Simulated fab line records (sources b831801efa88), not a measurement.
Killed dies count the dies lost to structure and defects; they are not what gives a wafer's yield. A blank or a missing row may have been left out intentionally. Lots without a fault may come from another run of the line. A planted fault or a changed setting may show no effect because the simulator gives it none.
A struck lot beside a sound one / flow sky130 / 14 steps out of a route of 708
Sound: the wafers L757.2, L757.3, L757.4. Struck: wafers L772.3, L772.4, L772.6. The cause comes at the end.
At each step with rows: each side's tool, then ch and its chambers, then its first start. Under that, the readings that differ: sound wafers / struck wafers / difference of the means / sigmas: that difference in standard deviations of wafers without a fault.
alike: words and numbers the same on both sides, and readings whose means are apart by under 2 such deviations; not compared: readings that were withheld, readings missing a value for some wafer, numbers with overlapping values and no deviation given by the record, and bounds like >300 which may hide the same value.
A row with sigmas, a row that says differs or no value, or rows on one side alone: a step with any of these is where the two part. When numbers do not overlap yet have no deviation, they are printed without sigmas and do not part them. Lack of a reading on every wafer of one side parts them only where that side has two or more wafers.

first, 5 steps without rows for these wafers: SKY_SD_N_COAT_02 (resist thk 1140 nm); SKY_SD_N_SOFTBAKE_03 (time 60 s); SKY_SD_N_EXPOSE_04 (exposes mask NSDM, target cd 380 nm); SKY_SD_N_PEB_05; SKY_SD_N_DEVELOP_06 (develop time 60 s).
SKY_SD_N_CD_MEAS_07: the cd target is 380 nm.
  sound on cd sem-01, day 28 22:05; struck on cd sem-02, day 33 04:46
  alike: cd nm
SKY_SD_N_OVL_MEAS_08:
  sound on overlay-02, day 28 22:11; struck on overlay-02, day 33 04:51
  alike: SD_N_OVL
then, 2 steps without rows for these wafers: SKY_SD_N_IMPLANT_09; SKY_SD_N_IMPLANT_10.
SKY_SD_N_STRIP_11: strips in O2/N2.
  sound on plasma asher-02 ch 0,1, day 28 22:31; struck on plasma asher-01 ch 0,1, day 33 05:13
  alike: drypump motor current A, n2 flow sccm, oes product au, strip time to endpoint s
  not compared: rf hours counter h
SKY_SD_N_TW_MEAS_12:
  sound on film metro-03, day 28 22:38; struck on film metro-02, day 33 05:18
  alike: SD_N_TW
then, 1 step without rows for these wafers: SKY_SD_N_CLEAN_13 (cleans in SC1/SC2, time 150 s).
SKY_SD_N_RTA_14: time 2 s.
  sound on rtp anneal-02 ch 0, day 28 22:44; struck on rtp anneal-01 ch 0, day 33 05:24
reading=ramp down c per s; sound=89.990 89.988 90.001; struck=36.013 35.980 35.965; difference=-54.007; sigmas=-99 or more
  alike: lamp power pct, ramp up c per s, wafer_temp_C_max
-- here the record skips 17 days between the struck wafers' starts before and after, leaving off in module SD_N and picking up in module PAD_OPEN (first step shown: number 708 of the route) --
SKY_PAD_OPEN_PROBE_99:
  sound on prober-01, day 46 14:31; struck on prober-02, day 49 17:30
reading=model.etest.res xhigh po.line ohm um; sound=5713 5708 6025; struck=5173 4902 4970; difference=-800; sigmas=
reading=model.etest.res xhigh po.rs ohm sq; sound=1983 2009 2094; struck=1829 1712 1771; difference=-258; sigmas=
reading=model.etest.res pdiff.line ohm um; sound=1405 1379 1424; struck=1304 1361 1337; difference=-69; sigmas=
reading=model.etest.res high po.line ohm um; sound=745.1 741.9 776.6; struck=694.2 692.9 707.5; difference=-56.3; sigmas=
reading=model.etest.licon high po.rc ohm; sound=351.6 356 360.2; struck=321.7 319.1 323.6; difference=-34.5; sigmas=
reading=model.etest.res high po.rs ohm sq; sound=262.8 263.7 266.8; struck=250.6 243.9 248.1; difference=-16.9; sigmas=
  alike: killed_at_M0_to_M3, killed_at_M4_up, killed at contacts, killed at front end, killed at other, killed dies, killed open, killed short
  not compared: model.etest.licon pdiff.rc ohm, model.etest.pfet_01v8.drive ua um

## WHERE THEY PART
Only at SKY_SD_N_RTA_14, as far as this record shows. Later steps at which nothing parts them and some readings are alike: SKY_PAD_OPEN_PROBE_99.

WHY: the cause the simulator had injected
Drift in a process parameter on rtp anneal-01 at SKY_SD_N_RTA_14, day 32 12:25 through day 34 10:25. From 90, the setting ramp down c per s moved by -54. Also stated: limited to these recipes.
